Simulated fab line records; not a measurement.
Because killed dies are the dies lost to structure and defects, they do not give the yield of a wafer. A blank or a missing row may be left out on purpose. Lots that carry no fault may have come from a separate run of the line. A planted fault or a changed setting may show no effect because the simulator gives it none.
What tool caused it?    flow gf180mcu    14 lots, 42 wafers sampled, at 4 steps of a route of 602

== WHAT THE GAUGES READ, wafer by wafer ==
GF_V2_CD_MEAS_14: target cd 260 nm.
lot   measured      on        cdNm (nm)
L387  day 20 05:40  cdSem-01  259.4 260.0 259.8
L388  day 21 08:02  cdSem-02  260.2 259.5 259.8
L390  day 21 15:49  cdSem-01  262.9 263.2 262.4
L391  day 22 03:11  cdSem-01  257.6 258.7 259.3
L392  day 22 14:07  cdSem-02  259.6 259.6 259.1
L393  day 22 15:23  cdSem-01  259.0 259.3 258.5
L394  day 23 04:47  cdSem-02  260.0 258.8 258.8
L396  day 24 00:59  cdSem-01  259.9 260.5 261.7
L397  day 24 02:14  cdSem-01  260.6 259.5 259.8
L400  day 24 22:29  cdSem-01  259.2 260.3 259.4
L402  day 25 14:53  cdSem-01  260.1 260.5 260.2
L404  day 26 02:35  cdSem-01  256.8 256.2 256.1
L406  day 26 18:41  cdSem-02  261.6 260.2 260.3
L407  day 27 05:35  cdSem-01  259.7 258.0 259.2

== WHICH TOOL RAN EACH LOT (tool, then ch and the chambers of the sampled wafers, then the start) ==
lot   GF_M2_SPUTTER_03             GF_M2_SPUTTER_04             GF_V2_SOFTBAKE_10
L387  pvdSputter-02, day 18 03:06  pvdSputter-02, day 18 03:07  lithoTrack-03 ch 0, day 19 17:00
L388  pvdSputter-02, day 19 05:59  pvdSputter-02, day 19 06:00  lithoTrack-02 ch 0, day 20 20:00
L390  pvdSputter-01, day 19 14:51  pvdSputter-01, day 19 14:52  lithoTrack-04 ch 0, day 21 04:00
L391  pvdSputter-03, day 20 02:02  pvdSputter-03, day 20 02:04  lithoTrack-02 ch 0, day 21 15:00
L392  pvdSputter-01, day 20 13:11  pvdSputter-01, day 20 13:12  lithoTrack-04 ch 0, day 22 02:00
L393  pvdSputter-01, day 20 14:31  pvdSputter-01, day 20 14:32  lithoTrack-03 ch 0, day 22 03:00
L394  pvdSputter-01, day 21 05:01  pvdSputter-01, day 21 05:02  lithoTrack-02 ch 0, day 22 17:00
L396  pvdSputter-02, day 22 01:56  pvdSputter-02, day 22 01:58  lithoTrack-03 ch 0, day 23 13:00
L397  pvdSputter-02, day 22 03:49  pvdSputter-02, day 22 03:50  lithoTrack-03 ch 0, day 23 15:00
L400  pvdSputter-02, day 23 00:20  pvdSputter-02, day 23 00:21  lithoTrack-03 ch 0, day 24 11:00
L402  pvdSputter-02, day 23 18:16  pvdSputter-02, day 23 18:17  lithoTrack-04 ch 0, day 25 04:00
L404  pvdSputter-01, day 24 06:16  pvdSputter-01, day 24 06:17  lithoTrack-04 ch 0, day 25 16:00
L406  pvdSputter-02, day 24 23:48  pvdSputter-02, day 24 23:49  lithoTrack-03 ch 0, day 26 08:00
L407  pvdSputter-02, day 25 11:16  pvdSputter-02, day 25 11:17  lithoTrack-04 ch 0, day 26 19:00
- GF_M2_SPUTTER_03: material Ti, target thk 10 nm, time 6.7 s.
- GF_M2_SPUTTER_04: material TiN, target thk 50 nm, time 41.7 s.
- GF_V2_SOFTBAKE_10: time 60 s.

== AS READ BY THE TOOLS THEMSELVES (means over the sampled wafers that have a number; for cases with no such wafer, the mark the record gives instead) ==
GF_M2_SPUTTER_03.
lot   tool           substrateTempC (C)  throttleValvePct (%)
L387  pvdSputter-02  299.93              30.2
L388  pvdSputter-02  299.95              30.7
L390  pvdSputter-01  300.05              29.9
L391  pvdSputter-03  299.97              29.0
L392  pvdSputter-01  299.93              30.3
L393  pvdSputter-01  300.10              30.1
L394  pvdSputter-01  299.90              29.8
L396  pvdSputter-02  300.12              31.2
L397  pvdSputter-02  300.19              30.0
L400  pvdSputter-02  300.09              30.6
L402  pvdSputter-02  300.00              29.1
L404  pvdSputter-01  300.21              30.0
L406  pvdSputter-02  300.14              29.0
L407  pvdSputter-02  299.94              30.8

GF_M2_SPUTTER_04.
lot   tool           throttleValvePct (%)
L387  pvdSputter-02  30.1
L388  pvdSputter-02  30.6
L390  pvdSputter-01  30.0
L391  pvdSputter-03  29.2
L392  pvdSputter-01  30.3
L393  pvdSputter-01  29.8
L394  pvdSputter-01  30.0
L396  pvdSputter-02  31.2
L397  pvdSputter-02  30.1
L400  pvdSputter-02  30.6
L402  pvdSputter-02  28.9
L404  pvdSputter-01  29.9
L406  pvdSputter-02  28.8
L407  pvdSputter-02  30.8

GF_V2_SOFTBAKE_10.
lot   tool           heaterPowerTotalW (W)
L387  lithoTrack-03  93.07
L388  lithoTrack-02  93.06
L390  lithoTrack-04  93.10
L391  lithoTrack-02  93.01
L392  lithoTrack-04  93.05
L393  lithoTrack-03  93.08
L394  lithoTrack-02  93.07
L396  lithoTrack-03  93.03
L397  lithoTrack-03  93.03
L400  lithoTrack-03  93.01
L402  lithoTrack-04  93.05
L404  lithoTrack-04  98.17
L406  lithoTrack-03  93.05
L407  lithoTrack-04  98.08

== THE ANSWER, worked out from the rows above alone ==
Rule: the lots themselves supply what counts as usual. Put in order of their means at a reading, lots are off if they are a third of the lots or fewer, leave a main group of 4 or more, and stand apart from it by a gap of 3 or more times the standard deviation of the main group's means; of several such gaps the widest counts. The tables above print the reading to a certain number of digits; a main group whose means all agree to those digits is not used. Also off: a lot with no number at a reading for which 4 or more lots have one. All remaining lots with rows at the step are treated as sound. The gauges are gone through in route order, then the tools' own readings, and for those a lot's mean is taken as printed above. At the first step where some lot is off, the reading lying furthest off is the one used; lots without a number count as furthest.
Off at GF_V2_SOFTBAKE_10 (heaterPowerTotalW): L404, L407. For the main group the mean is 93.05 W and the standard deviation 0.026.
A tool fits if, at that step or a process step before it, it ran every lot that is off, and no sound lot after the first of them. One candidate fits, namely lithoTrack-04 at GF_V2_SOFTBAKE_10. Its last sound lot is L402 (day 25 04:00), its first lot that is off L404 (day 25 16:00): a fault that began between those two fits.
The tool's own readings at GF_V2_SOFTBAKE_10 bear it out: on the lots that are off they differ by more than 5 times the standard deviation of the sound lots' means. heaterPowerTotalW reads 98.12 W there against 93.05 W on the sound lots.

== WHAT THE SIMULATOR HAD INSERTED ==
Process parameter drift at GF_V2_SOFTBAKE_10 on lithoTrack-04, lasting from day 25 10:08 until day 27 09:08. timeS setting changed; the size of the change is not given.
Struck lots among those shown: L404, L407. Same finding as the rule above.
